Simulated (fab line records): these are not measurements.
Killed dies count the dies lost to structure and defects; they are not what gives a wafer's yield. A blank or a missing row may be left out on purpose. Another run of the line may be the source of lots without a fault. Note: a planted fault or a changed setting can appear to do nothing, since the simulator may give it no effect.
What tool caused it?    flow sky130    13 lots with 39 wafers sampled at 5 steps, on a route of 708 steps

## WHAT THE GAUGES SHOWED, per wafer
SKY_VIA3_THK_MEAS_01.
lot   measured      on             VIA3_HDPCVD_THK (nm)
L236  day 39 02:50  film_metro-01  1639 1646 1628
L240  day 40 04:10  film_metro-03  1633 1626 1637
L241  day 40 12:29  film_metro-03  1626 1628 1614
L242  day 40 15:24  film_metro-04  1658 1653 1684
L243  day 40 18:52  film_metro-01  1655 1639 1655
L244  day 41 06:26  film_metro-01  1667 1642 1650
L245  day 41 09:52  film_metro-04  1643 1637 1632
L246  day 41 15:14  film_metro-04  1631 1633 1629
L247  day 41 18:29  film_metro-04  1654 1649 1614
L250  day 43 00:10  film_metro-03  1615 1005 1629
L255  day 44 03:05  film_metro-04  1657 1618 1635
L256  day 44 11:58  film_metro-01  1637 1616 1646
L258  day 44 18:23  film_metro-01  1657 1657 1670

## WHAT TOOL EACH LOT RAN ON (gives the tool, then ch and the chambers of the sampled wafers, and finally the start)
lot   SKY_VIA2_STRIP_16                     SKY_METAL3_SPUTTER_00         SKY_METAL3_SPUTTER_02         SKY_VIA3_HDPCVD_00
L236  plasma_asher-01 ch 0,1, day 36 21:58  pvd_sputter-04, day 36 23:14  pvd_sputter-04, day 36 23:17  hdpcvd-01 ch 0,1, day 39 02:39
L240  plasma_asher-04 ch 0,1, day 38 00:13  pvd_sputter-03, day 38 01:29  pvd_sputter-03, day 38 01:32  hdpcvd-02 ch 0,1, day 40 03:59
L241  plasma_asher-01 ch 0,1, day 38 08:41  pvd_sputter-04, day 38 09:56  pvd_sputter-04, day 38 09:59  hdpcvd-02 ch 0,2, day 40 12:18
L242  plasma_asher-01 ch 0,1, day 38 10:35  pvd_sputter-03, day 38 12:02  pvd_sputter-03, day 38 12:05  hdpcvd-01 ch 1,2, day 40 15:14
L243  plasma_asher-02 ch 0,1, day 38 15:17  pvd_sputter-03, day 38 16:34  pvd_sputter-03, day 38 16:37  hdpcvd-01 ch 0,1, day 40 18:41
L244  plasma_asher-01 ch 0,1, day 39 03:41  pvd_sputter-03, day 39 04:57  pvd_sputter-03, day 39 05:00  hdpcvd-02 ch 1,2, day 41 06:11
L245  plasma_asher-01 ch 0,1, day 39 05:20  pvd_sputter-04, day 39 06:38  pvd_sputter-04, day 39 06:41  hdpcvd-01 ch 0,1, day 41 09:41
L246  plasma_asher-02 ch 0,1, day 39 09:55  pvd_sputter-03, day 39 11:09  pvd_sputter-03, day 39 11:12  hdpcvd-02 ch 0,1,2, day 41 15:07
L247  plasma_asher-02 ch 0,1, day 39 14:06  pvd_sputter-03, day 39 15:20  pvd_sputter-03, day 39 15:22  hdpcvd-01 ch 0,2, day 41 18:18
L250  plasma_asher-02 ch 0,1, day 40 20:16  pvd_sputter-04, day 40 21:56  pvd_sputter-04, day 40 21:59  hdpcvd-02 ch 0,1,2, day 42 23:59
L255  plasma_asher-02 ch 0,1, day 42 01:41  pvd_sputter-03, day 42 02:57  pvd_sputter-03, day 42 03:00  hdpcvd-01 ch 0,2, day 44 02:55
L256  plasma_asher-04 ch 0,1, day 42 10:34  pvd_sputter-04, day 42 11:49  pvd_sputter-04, day 42 11:52  hdpcvd-01 ch 1,2, day 44 11:48
L258  plasma_asher-04 ch 1, day 42 16:22    pvd_sputter-03, day 42 17:42  pvd_sputter-03, day 42 17:45  hdpcvd-01 ch 0,1, day 44 18:13
- SKY_VIA2_STRIP_16: strips in O2/N2.
- SKY_METAL3_SPUTTER_00: material Ti, target thk 15 nm, time 10 s.
- SKY_METAL3_SPUTTER_02: material AlCu, target thk 735 nm, time 39.1 s.
- SKY_VIA3_HDPCVD_00: deposits SiO2, target thk 1635 nm, time 272.5 s.

## WHAT THE TOOLS THEMSELVES READ (means of the sampled wafers that have a number; where no wafer has one, the mark that the record gives instead)
SKY_VIA2_STRIP_16.
lot   tool             drypump_motor_current_A (A)  n2_flow_sccm (sccm)  oes_product_au (a.u.)  strip_time_to_endpoint_s (s)
L236  plasma_asher-01  5.8                          299.9                0.396                  4.047
L240  plasma_asher-04  5.7                          300.5                0.395                  4.018
L241  plasma_asher-01  6.0                          300.2                0.404                  4.070
L242  plasma_asher-01  6.0                          299.0                0.398                  4.064
L243  plasma_asher-02  6.0                          300.0                0.401                  4.083
L244  plasma_asher-01  6.0                          300.7                0.406                  4.073
L245  plasma_asher-01  5.8                          299.7                0.403                  4.062
L246  plasma_asher-02  6.0                          300.7                0.396                  4.066
L247  plasma_asher-02  5.9                          299.9                0.400                  4.035
L250  plasma_asher-02  5.9                          299.8                0.398                  4.044
L255  plasma_asher-02  5.9                          299.7                0.397                  4.041
L256  plasma_asher-04  5.8                          301.3                0.396                  4.064
L258  plasma_asher-04  4.8                          300.2                0.398                  4.097

SKY_METAL3_SPUTTER_00.
lot   tool            throttle_valve_pct (%)
L236  pvd_sputter-04  30.9
L240  pvd_sputter-03  30.4
L241  pvd_sputter-04  30.0
L242  pvd_sputter-03  30.1
L243  pvd_sputter-03  30.6
L244  pvd_sputter-03  30.0
L245  pvd_sputter-04  30.6
L246  pvd_sputter-03  30.5
L247  pvd_sputter-03  30.5
L250  pvd_sputter-04  31.2
L255  pvd_sputter-03  30.4
L256  pvd_sputter-04  29.9
L258  pvd_sputter-03  29.4

SKY_METAL3_SPUTTER_02.
lot   tool            throttle_valve_pct (%)
L236  pvd_sputter-04  30.9
L240  pvd_sputter-03  30.4
L241  pvd_sputter-04  30.1
L242  pvd_sputter-03  30.2
L243  pvd_sputter-03  30.6
L244  pvd_sputter-03  29.9
L245  pvd_sputter-04  30.7
L246  pvd_sputter-03  30.4
L247  pvd_sputter-03  30.6
L250  pvd_sputter-04  31.0
L255  pvd_sputter-03  30.4
L256  pvd_sputter-04  30.0
L258  pvd_sputter-03  29.4

## THE ANSWER, worked out from the rows above alone
Rule: what is usual is taken from the lots themselves. Put in order of their means at a reading, lots are off if they are a third of the lots or fewer, leave a main group of 4 or more, and stand apart from it by a gap of 3 or more times the standard deviation of the main group's means; of several such gaps the widest counts. The tables above print the reading to a certain number of digits; a main group whose means all agree to those digits is not used. A lot without any number at a reading at which 4 lots or more have one is off too. Any other lot the step has rows for is counted as sound. The gauges are gone through in route order, then the tools' own readings, and for those a lot's mean is taken as printed above. At the first step where some lot is off, the reading lying furthest off is the one used; lots without a number count as furthest.
Off: L250, seen at SKY_VIA3_THK_MEAS_01 (VIA3_HDPCVD_THK). Main group: mean 1642 nm, sd 12.
A tool fits if, at a process step before that reading, it ran every lot that is off, and no sound lot after the first of them. Those tools and the gauges at SKY_VIA3_THK_MEAS_01 are tried in the same way. Undecided on this evidence; 2 tools fit (hdpcvd-02 at SKY_VIA3_HDPCVD_00, film_metro-03 at SKY_VIA3_THK_MEAS_01).

## WHAT HAD BEEN PUT IN BY THE SIMULATOR
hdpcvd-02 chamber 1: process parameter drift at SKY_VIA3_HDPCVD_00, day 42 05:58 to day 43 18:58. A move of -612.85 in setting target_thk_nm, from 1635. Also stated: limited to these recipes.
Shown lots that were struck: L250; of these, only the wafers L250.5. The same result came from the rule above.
